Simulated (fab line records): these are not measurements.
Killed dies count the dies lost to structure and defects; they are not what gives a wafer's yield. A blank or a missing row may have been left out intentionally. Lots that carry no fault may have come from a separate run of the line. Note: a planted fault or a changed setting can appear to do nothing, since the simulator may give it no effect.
fab line records	flow sky130
record: lots: 5	wafers: 15	last_day: 50
route steps=708 shown FIELD_ISO@10 NWELL@32 DNWELL@35 PWDE@45 PAD_OPEN@708
lots with no fault: from the same line, run without faults
start_h: start of the lot's first displayed wafer, in hours after the record's first day	wait_h: time in hours since the lot's previous step	" the same as in the row above	L1.1+2: a single row standing in for several wafers	- no value present, or no start provided	* or withheld: withheld	< > ~ a bound
route shown NAME@n: names a module that has steps shown in the file, with the first one's number in the route	usual: mean/standard deviation taken from wafers without a fault	same: alike in all rows	chamber/n: place in a boat	sites: the reading at each site	_std_site: how widely they spread, as a standard deviation	_edge_site: inner sites' mean taken away from outer sites' mean	radius_mm: for every site, how far away it sits from the centre of the wafer	mask NAME#n: copy n	behind: the last tool/chamber to shape the wafer	hold: why the lot was held/for how many hours/how that ended	device: whichever transistor did not switch (one of n, p or np)	end of line: tests of these same wafers at the route's end	step lacking rows: just its recipe	killed: count of dies lost to structure and defects at first sort (not the wafer's yield)	map: a wafer's dies, x killed, . not, _ none there
set.NAME: the setting the step ran with; set.NAME@STEP: the setting that earlier step ran with	model.NAME: the simulator's own value behind a step, which no gauge read
lots at selected steps of the route; one table per step, one row per wafer
services: from which hour (start_h, from the record's first day; less than 0 if before it) a tool's chamber was out of use, for how many hours, and why
== steps ==
step: SKY_FIELD_ISO_SOFTBAKE_09
recipe: temp_c: 100	time_s: 90	resist: KrF-thick
step: SKY_FIELD_ISO_EXPOSE_10
recipe: mask_id: FOM	na: 0.68	source_shape: annular	sigma_inner: 0.4	sigma_outer: 0.8	target_cd_nm: 150	dose_mj: 28
step: SKY_FIELD_ISO_PEB_11
recipe: peb_temp_c: withheld	peb_time_s: withheld	resist: KrF-thick
step: SKY_FIELD_ISO_DEVELOP_12
recipe: develop_time_s: 60	resist: KrF-thick	dev_temp_c: 21
step: SKY_FIELD_ISO_CD_MEAS_13
recipe: target_cd_nm: 150
usual: cd_nm: 150.1/1.6
lot.wafer	tool	chamber	start_h	wait_h	cd_nm
L269.1	cd_sem-01	-	38.90	-	149.3
L269.5	"	-	"	"	148.3
L269.6	"	-	"	"	148.8
L275.1	cd_sem-02	-	71.35	-	149.7
L275.3	"	-	"	"	150.7
L275.6	"	-	"	"	148.8
L277.1	cd_sem-02	-	82.65	-	150.7
L277.2	"	-	"	"	150.6
L277.6	"	-	"	"	150.5
L278.2	cd_sem-02	-	86.47	-	152.0
L278.3	"	-	"	"	151.7
L278.6	"	-	"	"	153.0
L288.2	cd_sem-01	-	138.25	-	150.7
L288.3	"	-	"	"	150.8
L288.4	"	-	"	"	149.7
step: SKY_FIELD_ISO_ETCH_14
recipe: chemistry: N2/H2	target: BARC	ion_energy_ev: 200	source_w: 500	bias_w: 100	pressure_mtorr: 30	n2_flow_sccm: 100	h2_flow_sccm: 200	stop_on: SiO2	time_s: 45.9	target_depth_a: 600
usual: chamber_pressure_mTorr: 30.002/0.029	drypump_motor_current_A: 5.6/0.44	oes_product_au: 0.854/0.0048	throttle_valve_pct: 13.226/0.0086
lot.wafer	tool	chamber	start_h	wait_h	chamber_pressure_mTorr	drypump_motor_current_A	oes_product_au	rf_hours_counter_h	throttle_valve_pct
L269.1	rie_diel-04	3	39.02	0.1	29.971	5.4	0.841	12	13.228
L269.5	"	3	"	"	30.006	5.4	0.851	-	13.228
L269.6	"	0	"	"	30.028	5.9	0.854	-	13.233
L275.1	rie_diel-03	2	71.47	0.1	29.958	5.3	0.854	49	13.224
L275.3	"	1	"	"	29.989	4.9	0.858	115	13.221
L275.6	"	2	"	"	29.931	5.3	0.861	-	13.230
L277.1	rie_diel-04	1	82.77	0.1	29.982	5.4	0.859	138	13.228
L277.2	"	3	"	"	29.990	5.4	0.850	13	13.233
L277.6	"	1	"	"	30.029	5.4	0.848	-	13.219
L278.2	rie_diel-04	2	86.57	0.1	30.010	6.1	0.845	49	13.236
L278.3	"	3	"	"	29.988	5.4	0.849	13	13.225
L278.6	"	0	"	"	30.045	6.0	0.848	-	13.218
L288.2	rie_diel-04	0	138.35	0.1	29.978	5.9	0.857	72	13.217
L288.3	"	2	"	"	30.006	6.1	0.848	50	13.225
L288.4	"	2	"	"	29.983	6.2	0.850	-	13.218
step: SKY_FIELD_ISO_ETCH_15
recipe: chemistry: CHF3/O2	target_depth_nm: 180	stop_on: Si	source_w: 600	bias_w: 200	pressure_mtorr: 40	chf3_flow_sccm: 50	O2_flow_sccm: 5	time_s: 72
usual: chamber_pressure_mTorr: 40.00/0.038	drypump_motor_current_A: 5.6/0.44	oes_product_au: 0.945/0.007	throttle_valve_pct: 8.844/0.0085
lot.wafer	tool	chamber	start_h	wait_h	chamber_pressure_mTorr	drypump_motor_current_A	oes_product_au	rf_hours_counter_h	throttle_valve_pct
L269.1	rie_diel-04	3	39.06	0.0	40.02	5.4	0.934	12	8.853
L269.5	"	3	"	"	39.96	5.4	0.943	-	8.845
L269.6	"	0	"	"	40.05	6.0	0.944	-	8.845
L275.1	rie_diel-03	2	71.51	0.0	40.01	5.3	0.944	49	8.845
L275.3	"	1	"	"	40.05	4.9	0.941	115	8.855
L275.6	"	2	"	"	40.00	5.3	0.944	-	8.842
L277.1	rie_diel-04	1	82.82	0.0	40.03	5.4	0.931	138	8.846
L277.2	"	3	"	"	40.07	5.4	0.936	13	8.840
L277.6	"	1	"	"	40.01	5.4	0.931	-	8.831
L278.2	rie_diel-04	2	86.61	0.0	39.99	6.2	0.948	49	8.841
L278.3	"	3	"	"	40.02	5.4	0.948	13	8.830
L278.6	"	0	"	"	40.04	6.0	0.947	-	8.848
L288.2	rie_diel-04	0	138.39	0.0	40.00	5.9	0.942	72	8.854
L288.3	"	2	"	"	39.96	6.1	0.948	50	8.841
L288.4	"	2	"	"	40.05	6.1	0.943	-	8.845
step: SKY_FIELD_ISO_STRIP_16
recipe: chemistry: O2/N2	power_w: 1400	pressure_mtorr: 1500	platen_temp_c: withheld	o2_flow_sccm: 3000	n2_flow_sccm: 300	overash_fraction: 0.5
usual: chamber_pressure_mTorr: 1499.9/1.4	drypump_motor_current_A: 5.7/0.42	o2_flow_sccm: 3001/8.9	oes_product_au: 0.378/0.0047	strip_time_to_endpoint_s: 3.56/0.053
same: overash_fraction: 0.5
lot.wafer	tool	chamber	start_h	wait_h	chamber_pressure_mTorr	drypump_motor_current_A	o2_flow_sccm	oes_product_au	rf_hours_counter_h	strip_time_to_endpoint_s
L269.1	plasma_asher-02	1	39.12	0.0	1499.6	5.2	3016	0.381	40	3.63
L269.5	"	1	"	"	1502.0	5.2	3002	0.373	-	3.63
L269.6	"	0	"	"	1500.4	5.6	3006	0.370	-	3.57
L275.1	plasma_asher-01	0	71.57	0.0	1499.2	6.0	2998	0.381	26	3.57
L275.3	"	1	"	"	1499.9	5.3	3007	0.379	-	3.51
L275.6	"	1	"	"	1501.8	5.3	3012	0.382	-	3.56
L277.1	plasma_asher-02	0	82.87	0.0	1498.4	5.6	3000	0.379	44	3.62
L277.2	"	1	"	"	1501.6	5.2	3008	0.373	44	3.61
L277.6	"	1	"	"	1499.7	5.3	3007	0.374	-	3.62
L278.2	plasma_asher-01	1	86.67	0.0	1498.7	5.3	3001	0.376	27	3.51
L278.3	"	1	"	"	1498.9	5.3	2983	0.378	-	3.61
L278.6	"	1	"	"	1500.4	5.3	3000	0.374	-	3.52
L288.2	plasma_asher-01	1	138.44	0.0	1500.1	5.3	3009	0.376	33	3.53
L288.3	"	1	"	"	1501.6	5.3	2999	0.373	-	3.52
L288.4	"	0	"	"	1500.1	6.1	3001	0.375	-	3.52
step: SKY_FIELD_ISO_ETCH_17
recipe: target_depth_a: 3420	mask_material: Si3N4	chemistry: HBr/Cl2/O2	target: Si	taper_deg: 5	icp_w: 600	bias_w: 150	pressure_mtorr: 15	HBr_flow_sccm: 150	Cl2_flow_sccm: 40	O2_flow_sccm: 6	time_s: 97.7
usual: HBr_flow_sccm: 150.0/0.45	chamber_pressure_mTorr: 15.001/0.013	drypump_motor_current_A: 5.6/0.38	oes_product_au: 0.997/0.011	throttle_valve_pct: 25.659/0.01
lot.wafer	tool	chamber	start_h	wait_h	HBr_flow_sccm	chamber_pressure_mTorr	drypump_motor_current_A	oes_product_au	rf_hours_counter_h	throttle_valve_pct
L269.1	rie_si-01	2	39.22	0.1	150.4	15.021	5.2	0.987	3	25.673
L269.5	"	2	"	"	150.1	14.990	5.2	0.997	-	25.664
L269.6	"	1	"	"	150.7	14.990	5.0	1.006	-	25.656
L275.1	rie_si-02	1	71.67	0.1	149.5	15.013	5.7	0.998	86	25.642
L275.3	"	0	"	"	150.0	14.990	5.8	0.985	27	25.671
L275.6	"	1	"	"	149.0	15.007	5.7	0.998	-	25.666
L277.1	rie_si-01	3	82.97	0.1	149.6	15.006	5.6	1.001	81	25.675
L277.2	"	2	"	"	149.9	15.000	5.2	0.987	4	25.656
L277.6	"	3	"	"	149.5	15.012	5.5	0.986	-	25.660
L278.2	rie_si-01	3	86.77	0.1	149.5	14.998	5.6	0.992	81	25.647
L278.3	"	0	"	"	149.9	14.993	5.5	0.988	17	25.660
L278.6	"	1	"	"	149.7	15.007	5.0	1.015	-	25.664
L288.2	rie_si-01	1	138.54	0.1	150.4	15.000	5.0	1.022	4	25.640
L288.3	"	2	"	"	150.0	14.993	5.2	1.001	4	25.653
L288.4	"	0	"	"	150.0	15.001	5.5	0.999	18	25.666
step: SKY_FIELD_ISO_WET_ETCH_18
recipe: chemistry: H3PO4	target_depth_nm: 25	temp_c: 160	target: Si3N4	time_s: 286
step: SKY_FIELD_ISO_CLEAN_19
recipe: chemistry: SC1/SC2	mix: 1:4:20	temp_c: 70	time_s: 150
step: SKY_FIELD_ISO_CLEAN_20
recipe: chemistry: dHF	time_s: 20	dilution: 100:1
step: SKY_FIELD_ISO_WET_ETCH_21
recipe: chemistry: dHF	dilution: 100:1	target_depth_nm: 20	dry: ipa_marangoni	target: SiO2	temp_c: 25	time_s: 400
lot.wafer	tool	chamber	start_h	wait_h
L269.1+5+6	wet_bench-03	1	39.44	0.0
L275.1+3+6	wet_bench-03	1	71.89	0.0
L277.1+2+6	wet_bench-02	2	83.19	0.0
L278.2+3+6	wet_bench-03	1	87.00	0.0
L288.2+3+4	wet_bench-03	1	138.77	0.0
step: SKY_FIELD_ISO_OXIDATION_22
recipe: temp_c: 950	ambient: O2	stabilise_s: 600	purge_s: 300	target_thk_a: 100	ox_time_s: 623
step: SKY_FIELD_ISO_THK_MEAS_23
recipe: reads: SiO2_of_FIELD_ISO_OXIDATION_22
usual: FIELD_ISO_OXIDATION_01_THK: 10.04/0.19
lot.wafer	tool	chamber	start_h	wait_h	FIELD_ISO_OXIDATION_01_THK[nm]
L269.1	film_metro-02	-	42.30	0.0	10.21
L269.5	"	-	"	"	10.01
L269.6	"	-	"	"	10.14
L275.1	film_metro-02	-	73.30	0.0	9.77
L275.3	"	-	"	"	9.93
L275.6	"	-	"	"	9.81
L277.1	film_metro-02	-	85.86	0.0	9.95
L277.2	"	-	"	"	10.16
L277.6	"	-	"	"	10.27
L278.2	film_metro-03	-	88.31	0.0	9.78
L278.3	"	-	"	"	9.99
L278.6	"	-	"	"	9.96
L288.2	film_metro-03	-	141.67	0.0	10.15
L288.3	"	-	"	"	10.05
L288.4	"	-	"	"	10.03
step: SKY_FIELD_ISO_CVD_24
recipe: material: SiO2	target_thk_nm: 595	temp_c: 650	sigma_open_frac: 0.3	time_s: 99.2	sih4_flow_sccm: 60	pressure_mtorr: 6
step: SKY_FIELD_ISO_THK_MEAS_25
recipe: reads: SiO2_of_FIELD_ISO_CVD_24
usual: FIELD_ISO_CVD_24_THK: 600/7.5
lot.wafer	tool	chamber	start_h	wait_h	FIELD_ISO_CVD_24_THK[nm]
L269.1	film_metro-04	-	42.43	0.0	617
L269.5	"	-	"	"	615
L269.6	"	-	"	"	594
L275.1	film_metro-03	-	73.44	0.0	587
L275.3	"	-	"	"	590
L275.6	"	-	"	"	590
L277.1	film_metro-03	-	85.99	0.0	616
L277.2	"	-	"	"	601
L277.6	"	-	"	"	596
L278.2	film_metro-02	-	88.44	0.0	595
L278.3	"	-	"	"	591
L278.6	"	-	"	"	593
L288.2	film_metro-02	-	141.80	0.0	606
L288.3	"	-	"	"	595
L288.4	"	-	"	"	599
step: SKY_FIELD_ISO_ANNEAL_26
recipe: temp_c: 1000	time_s: 1800	ambient: N2
step: SKY_FIELD_ISO_CMP_27
recipe: stop_on: Si3N4	t_overpolish_s: 16	down_force_psi: 4	platen_rpm: 60	target_thk_nm: 457.8	pad_velocity_m_s: 0.94248
usual: motor_current_A: 12.0/1.5	overpolish_run_s: 16.000/0.009	time_to_endpoint_s: 114/4.6
lot.wafer	tool	chamber	start_h	wait_h	motor_current_A	overpolish_run_s	time_to_endpoint_s
L269.1	cmp-02	0	45.31	0.1	12.6	16.001	115
L269.6	"	1	"	"	11.0	16.009	119
L269.5	"	2	"	"	11.4	15.991	122
L275.3	cmp-01	0	75.00	0.0	15.9	15.996	111
L275.1	"	3	"	"	12.8	16.001	118
L275.6	"	0	"	"	15.4	15.982	111
L277.2	cmp-02	2	88.18	0.1	11.0	15.988	113
L277.1	"	0	"	"	12.7	16.005	111
L277.6	"	2	"	"	11.6	16.021	109
L278.3	cmp-02	2	89.99	0.0	11.4	16.003	107
L278.2	"	0	"	"	12.3	16.007	100
L278.6	"	3	"	"	10.7	16.001	104
L288.3	cmp-01	3	147.42	0.0	12.8	15.993	121
L288.4	"	0	"	"	14.9	16.005	116
L288.2	"	2	"	"	11.7	16.002	118
step: SKY_FIELD_ISO_WET_ETCH_28
recipe: chemistry: dHF	target_depth_nm: 23.7	target: SiO2	dilution: 10:1	temp_c: 25	time_s: 47
step: SKY_FIELD_ISO_WET_ETCH_29
recipe: chemistry: H3PO4	target_depth_nm: 160	target: Si3N4	temp_c: 160	time_s: 1825
step: SKY_FIELD_ISO_WET_ETCH_30
recipe: chemistry: dHF	target_depth_nm: 25	target: SiO2	dilution: 10:1	temp_c: 25	time_s: 50
step: SKY_NWELL_CLEAN_00
recipe: chemistry: SC1/SC2	mix: 1:4:20	temp_c: 70	time_s: 150	dry: n2_spin
step: SKY_NWELL_OXIDATION_01
recipe: temp_c: 900	ambient: O2	stabilise_s: 600	purge_s: 300	target_thk_a: 100	ox_time_s: 1418
step: SKY_NWELL_THK_MEAS_02
recipe: reads: SiO2_of_NWELL_OXIDATION_01
usual: NWELL_OXIDATION_THK: 10.14/0.18
lot.wafer	tool	chamber	start_h	wait_h	NWELL_OXIDATION_THK[nm]
L269.1	film_metro-01	-	47.96	0.0	10.46
L269.5	"	-	"	"	10.52
L269.6	"	-	"	"	10.33
L275.1	film_metro-04	-	78.03	0.0	9.99
L275.3	"	-	"	"	9.94
L275.6	"	-	"	"	9.91
L277.1	film_metro-04	-	91.39	0.0	10.00
L277.2	"	-	"	"	10.13
L277.6	"	-	"	"	10.32
L278.2	film_metro-04	-	92.94	0.0	10.35
L278.3	"	-	"	"	10.34
L278.6	"	-	"	"	10.20
L288.2	film_metro-02	-	150.33	0.0	10.03
L288.3	"	-	"	"	10.09
L288.4	"	-	"	"	10.08
step: SKY_DNWELL_DEHYDRATE_00
recipe: temp_c: 200	time_s: 60
step: SKY_DNWELL_HMDS_01
recipe: prime_time_s: 60	prime_temp_c: 120
step: SKY_DNWELL_COAT_02
recipe: spin_rpm: 2000	resist_thk_nm: 3000
step: SKY_DNWELL_SOFTBAKE_03
recipe: temp_c: 110	time_s: withheld
step: SKY_DNWELL_EXPOSE_04
recipe: mask_id: DNM	na: 0.57	target_cd_nm: 3000	dose_mj: 222
step: SKY_DNWELL_PEB_05
recipe: temp_c: 115	time_s: withheld
step: SKY_DNWELL_DEVELOP_06
recipe: wall_angle_deg: 90	developer: TMAH	develop_time_s: 60	dev_temp_c: 23
step: SKY_DNWELL_IMPLANT_07
recipe: species: P	energy_kev: withheld	dose_cm2: withheld	tilt_deg: withheld
step: SKY_DNWELL_STRIP_08
recipe: chemistry: O2/N2	power_w: 1400	pressure_mtorr: 1500	platen_temp_c: withheld	o2_flow_sccm: 3000	n2_flow_sccm: 300	overash_fraction: 0.5
step: SKY_DNWELL_TW_MEAS_09
usual: DNWELL_TW: 1106/11
lot.wafer	tool	chamber	start_h	wait_h	DNWELL_TW
L269.1	film_metro-02	-	64.03	0.1	1121
L269.5	"	-	"	"	1122
L269.6	"	-	"	"	1120
L275.1	film_metro-04	-	95.43	0.1	1104
L275.3	"	-	"	"	1104
L275.6	"	-	"	"	1102
L277.1	film_metro-02	-	108.65	0.1	1121
L277.2	"	-	"	"	1119
L277.6	"	-	"	"	1118
L278.2	film_metro-02	-	110.41	0.1	1114
L278.3	"	-	"	"	1118
L278.6	"	-	"	"	1119
L288.2	film_metro-04	-	170.13	0.1	1113
L288.3	"	-	"	"	1115
L288.4	"	-	"	"	1118
step: SKY_PWDE_DEHYDRATE_00
recipe: temp_c: 200	time_s: 60
step: SKY_PWDE_HMDS_01
recipe: prime_time_s: 60	prime_temp_c: 120
step: SKY_PWDE_COAT_02
recipe: spin_rpm: 2000	resist_thk_nm: 3000
step: SKY_PWDE_SOFTBAKE_03
recipe: temp_c: 110	time_s: withheld
step: SKY_PWDE_EXPOSE_04
recipe: mask_id: PWDEM	na: 0.6	source_shape: conventional	sigma_outer: 0.6	polarization: unpolarized	target_cd_nm: 840	dose_mj: 214
step: SKY_PWDE_PEB_05
recipe: temp_c: 115	time_s: withheld
step: SKY_PWDE_DEVELOP_06
recipe: wall_angle_deg: 90	developer: TMAH	develop_time_s: 60	dev_temp_c: 23
step: SKY_PAD_OPEN_PROBE_99
usual: killed_at_M0_to_M3: 43/6.5	killed_at_M4_up: 3.3/2	killed_at_contacts: 24/5.2	killed_at_front_end: 16/4.2	killed_at_other: 0.3/0.6	killed_dies: 87/9.3	killed_open: 47/7.8	killed_short: 39/6.2
same: gross_dies: 492	killed_at_back_side: 0
lot.wafer	tool	chamber	start_h	wait_h	killed_at_M0_to_M3	killed_at_M4_up	killed_at_contacts	killed_at_front_end	killed_at_other	killed_dies	killed_open	killed_short
L269.1	prober-01	-	1088.34	0.1	54	2	22	23	2	103	60	43
L269.5	prober-01	-	1088.54	0.2	47	3	28	17	0	95	56	39
L269.6	prober-01	-	1088.59	0.2	39	8	23	12	0	82	47	35
L275.1	prober-01	-	1121.34	0.1	42	6	25	17	1	91	47	44
L275.3	prober-01	-	1121.44	0.2	47	2	26	10	1	86	46	40
L275.6	prober-01	-	1121.59	0.2	38	0	35	20	0	93	57	36
L277.1	prober-01	-	1131.14	0.1	42	5	26	19	2	94	59	35
L277.2	prober-01	-	1131.19	0.1	55	8	25	19	0	107	58	49
L277.6	prober-01	-	1131.39	0.2	56	0	18	9	1	84	43	41
L278.2	prober-02	-	1138.64	0.1	35	2	26	10	0	73	35	38
L278.3	prober-02	-	1138.69	0.2	43	6	19	22	0	90	48	42
L278.6	prober-02	-	1138.84	0.2	45	1	27	15	1	89	54	35
L288.2	prober-02	-	1190.57	0.1	41	2	27	29	0	99	51	29
L288.3	prober-02	-	1190.62	0.2	36	2	17	41	1	97	44	32
L288.4	prober-02	-	1190.67	0.2	48	2	28	35	1	114	52	46
killed by level:class
L269.1 VIA1:geometric_particle:open=19 FIELD_ISO:geometric_particle:short=10 FIELD_ISO:geometric_particle:open=7 LI_CONTACT:geometric_particle:open=7 CONTACT:geometric_particle:open=7 VIA3:geometric_particle:open=7 METAL2:geometric_particle:short=6 METAL1:geometric_particle:short=5
L269.5 CONTACT:geometric_particle:open=13 VIA1:geometric_particle:open=13 VIA3:geometric_particle:open=7 FIELD_ISO:geometric_particle:short=6 LI_CONTACT:geometric_particle:open=6 METAL1:geometric_particle:short=6 VIA2:geometric_particle:open=5 METAL2:geometric_particle:short=4
L269.6 VIA3:geometric_particle:open=12 LI_CONTACT:geometric_particle:open=7 CONTACT:geometric_particle:open=7 METAL2:geometric_particle:short=7 VIA3:geometric_particle:short=5 LOCAL_INTERCONNECT:geometric_particle:short=5 METAL4:geometric_particle:short=5 POLY_GATE:geometric_particle:open=4
L275.1 LI_CONTACT:geometric_particle:open=8 CONTACT:geometric_particle:open=7 VIA1:geometric_particle:open=6 METAL2:geometric_particle:short=6 CONTACT:geometric_particle:short=5 VIA3:geometric_particle:open=5 VIA2:geometric_particle:short=5 VIA2:geometric_particle:open=5
L275.3 VIA1:geometric_particle:open=13 VIA2:geometric_particle:open=7 CONTACT:geometric_particle:short=6 LI_CONTACT:geometric_particle:open=6 VIA3:geometric_particle:open=6 LOCAL_INTERCONNECT:geometric_particle:short=5 CONTACT:geometric_particle:open=5 METAL1:geometric_particle:short=5
L275.6 CONTACT:geometric_particle:open=17 VIA2:geometric_particle:open=12 METAL1:geometric_particle:short=9 LI_CONTACT:geometric_particle:open=8 FIELD_ISO:geometric_particle:open=6 FIELD_ISO:geometric_particle:short=5 SPACER:geometric_particle:short=5 CONTACT:geometric_particle:short=5
L277.1 CONTACT:geometric_particle:open=14 VIA1:geometric_particle:open=10 LI_CONTACT:geometric_particle:open=9 VIA1:geometric_particle:short=8 VIA2:geometric_particle:open=7 POLY_GATE:geometric_particle:short=5 VIA3:geometric_particle:open=5 POLY_GATE:geometric_particle:open=4
L277.2 VIA1:geometric_particle:open=14 VIA2:geometric_particle:short=8 VIA3:geometric_particle:open=7 LI_CONTACT:geometric_particle:open=6 CONTACT:geometric_particle:open=6 FIELD_ISO:geometric_particle:short=5 METAL1:geometric_particle:short=5 VIA2:geometric_particle:open=5
L277.6 VIA1:geometric_particle:open=15 VIA1:geometric_particle:short=8 CONTACT:geometric_particle:open=7 VIA3:geometric_particle:short=7 METAL1:geometric_particle:short=6 METAL2:geometric_particle:short=6 LI_CONTACT:geometric_particle:open=5 VIA2:geometric_particle:open=5
L278.2 CONTACT:geometric_particle:open=10 METAL2:geometric_particle:short=7 FIELD_ISO:geometric_particle:short=7 LI_CONTACT:geometric_particle:open=6 VIA1:geometric_particle:short=6 VIA2:geometric_particle:open=6 VIA1:geometric_particle:open=5 LI_CONTACT:geometric_particle:short=4
L278.3 VIA1:geometric_particle:open=17 POLY_GATE:geometric_particle:short=8 LI_CONTACT:geometric_particle:open=8 METAL2:geometric_particle:short=7 FIELD_ISO:geometric_particle:short=4 CONTACT:geometric_particle:short=4 VIA2:geometric_particle:open=4 METAL1:geometric_particle:short=4
L278.6 VIA1:geometric_particle:open=10 LI_CONTACT:geometric_particle:open=8 VIA3:geometric_particle:open=8 CONTACT:geometric_particle:open=7 CONTACT:geometric_particle:short=5 SPACER:geometric_particle:open=4 VIA3:geometric_particle:short=4 METAL1:geometric_particle:open=4
L288.2 FIELD_ISO:unspecified=18 CONTACT:geometric_particle:open=10 VIA2:geometric_particle:open=8 VIA1:geometric_particle:open=8 LI_CONTACT:geometric_particle:open=7 VIA3:geometric_particle:open=6 VIA1:geometric_particle:short=5 METAL2:geometric_particle:short=5
L288.3 FIELD_ISO:unspecified=19 VIA1:geometric_particle:open=11 POLY_GATE:geometric_particle:short=7 POLY_GATE:geometric_particle:open=6 CONTACT:geometric_particle:open=6 VIA2:geometric_particle:open=5 VIA3:geometric_particle:open=5 FIELD_ISO:geometric_particle:open=4
L288.4 FIELD_ISO:unspecified=16 VIA2:geometric_particle:open=8 LI_CONTACT:geometric_particle:open=7 CONTACT:geometric_particle:short=7 CONTACT:geometric_particle:open=7 VIA1:geometric_particle:open=7 POLY_GATE:geometric_particle:open=6 METAL2:geometric_particle:short=6
map L288.4 (x killed, . not)
__________......x..._________
________.........x...._______
______.x.......xx.x....._____
_____.....xxx...........x____
____........x....x..x.....___
___x....x...x.....xx.......__
__....x..x.........x.x...x.._
_.........x....xx...x......x.
_.x..xxx........xx.x.x.....xx
_.......x.........x....xxxxxx
_..........x.........x..xx.xx
_..xx...x............x.....xx
_..x..........x..x..x.x...xxx
_........x.....x..x..x...xxxx
_x....x.......x....x...x.x.xx
__x.....xx..x..xx...xx.xx..._
___.............x.......x..__
____.x.......x.......xx..x___
_____..x........x...x.x..____
______xx.x...x...xx....x_____
________..x...x.x....._______
__________...x......_________
map L269.1 (x killed, . not)
__________.........._________
________.x....xx.x.x.._______
______.x..x..xx......x.._____
_____.....x........x.....____
____..x...x.x.x....x.x.x.x___
___x...............x.x....x__
__.....xx.....x............._
_.......xxx...x.x..x....x....
_..x.........x..x.x..x.x.....
_.............x.xx...........
_.....x.xx...................
_x..x...........xxx.....x..xx
_......xx.x.......x.x.x.x....
_.x........x.xx..............
_.........x.............x.xx.
__xxx......x....xx..x.x....._
___.x.....x....x..x.xx...x.__
____.x.x..x.......x..x....___
_____..x.....x..xx.x.x..x____
______......x..x....x..._____
________.x..x....x...._______
__________....x....._________
== services ==
tool	chamber	start_h	hours	kind
plasma_asher-02	-	23.39	2.8	pm
rie_diel-04	-	63.77	0.6	repair
cmp-02	-	65.24	4.0	pm
cmp-02	-	69.24	-	consumable_replace:conditioner
cmp-02	-	69.24	-	consumable_replace:pad
cmp-02	-	72.95	1.1	repair
rie_diel-03	3	73.71	3.1	repair
cmp-02	-	80.71	6.0	repair
cmp-01	-	84.89	4.5	repair
cmp-02	-	93.45	5.8	repair
rie_diel-03	0	101.60	3.5	repair
rie_si-02	-	126.42	2.8	pm
cmp-02	-	136.45	5.0	pm
rie_diel-04	3	136.92	5.3	repair
cmp-01	-	137.07	0.6	repair
== key ==
first_sign: step: SKY_PAD_OPEN_PROBE_99	reading: killed_at_front_end	direction: up	sigmas: 4.5	usual: 16	struck: 35
effect none on later readings
met_at SKY_FIELD_ISO_WET_ETCH_21
struck_wafers L288.2,L288.3,L288.4
tester_left_out L288
onset_between 87.00 138.77
also_fits time
fault: kind: chamber_particle_source	tool: wet_bench-03	chamber: 1	onset_h: 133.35	steps: SKY_FIELD_ISO_WET_ETCH_21	rate_per_visit_cm2: 1.0111	end_h: 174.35
tester_left_out: of these lots the tester's yield and bins aren't shown, on N5 and GAA mostly nor the transistor test; their killed dies are dies lost to structure and defects alone, not to doping, threshold or leakage, so they don't give the yield
